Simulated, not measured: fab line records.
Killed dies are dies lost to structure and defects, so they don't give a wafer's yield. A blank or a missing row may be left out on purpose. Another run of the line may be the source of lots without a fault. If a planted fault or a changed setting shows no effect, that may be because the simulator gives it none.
The tool behind it: which one? :: flow gf180mcu :: 6 lots with 18 wafers sampled at 2 steps, on a route of 602 steps

## WHAT THE GAUGES READ, wafer by wafer
GF_LVPWELL_TW_MEAS_11.
lot: L645
measured: day 4 02:49
on: film metro-04
LVPWELL_TW: 565.4 565.5 565.8

lot: L654
measured: day 6 06:33
on: film metro-04
LVPWELL_TW: 542.3 542.6 542.5

lot: L656
measured: day 6 14:15
on: film metro-01
LVPWELL_TW: 563.6 563.9 566.7

lot: L660
measured: day 7 13:55
on: film metro-01
LVPWELL_TW: 568.6 565.2 569.8

lot: L664
measured: day 8 15:43
on: film metro-03
LVPWELL_TW: 564.2 563.1 563.6

lot: L666
measured: day 9 05:55
on: film metro-01
LVPWELL_TW: 563.7 566.1 567.8

## WHAT TOOL EACH LOT RAN ON (gives the tool, then ch and the chambers of the sampled wafers, and finally the start)
lot: L645
GF_LVPWELL_IMPLANT_09: implanter-03 ch 0, day 4 02:35

lot: L654
GF_LVPWELL_IMPLANT_09: implanter-03 ch 0, day 6 06:18

lot: L656
GF_LVPWELL_IMPLANT_09: implanter-02 ch 0, day 6 14:00

lot: L660
GF_LVPWELL_IMPLANT_09: implanter-01 ch 0, day 7 13:40

lot: L664
GF_LVPWELL_IMPLANT_09: implanter-01 ch 0, day 8 15:28

lot: L666
GF_LVPWELL_IMPLANT_09: implanter-02 ch 0, day 9 05:40
- GF_LVPWELL_IMPLANT_09

## THE ANSWER, worked out from the rows above alone
Rule: the usual values come from the lots themselves. The widest of any qualifying gaps counts: lots, ordered by their means at a reading, are off when they make up no more than a third of the lots, leave a main group of 4 or more, and stand apart from it by 3 or more times the standard deviation of that group's means. The tables above print the reading to a certain number of digits; a main group whose means all agree to those digits is not used. Also off: a lot with no number at a reading for which 4 or more lots have one. Where the step has rows for the other lots, those lots are counted as sound.
Off: L654, at GF_LVPWELL_TW_MEAS_11 (LVPWELL_TW). Mean 565.5 and standard deviation 1.4 in the main group.
A tool fits if, at a process step before that reading, it ran every lot that is off, and no sound lot after the first of them. Those tools and the gauges at GF_LVPWELL_TW_MEAS_11 are tried in the same way. This does not decide it: 2 tools fit, namely implanter-03 at GF_LVPWELL_IMPLANT_09 and film metro-04 at GF_LVPWELL_TW_MEAS_11.

## WHAT THE SIMULATOR HAD PUT IN
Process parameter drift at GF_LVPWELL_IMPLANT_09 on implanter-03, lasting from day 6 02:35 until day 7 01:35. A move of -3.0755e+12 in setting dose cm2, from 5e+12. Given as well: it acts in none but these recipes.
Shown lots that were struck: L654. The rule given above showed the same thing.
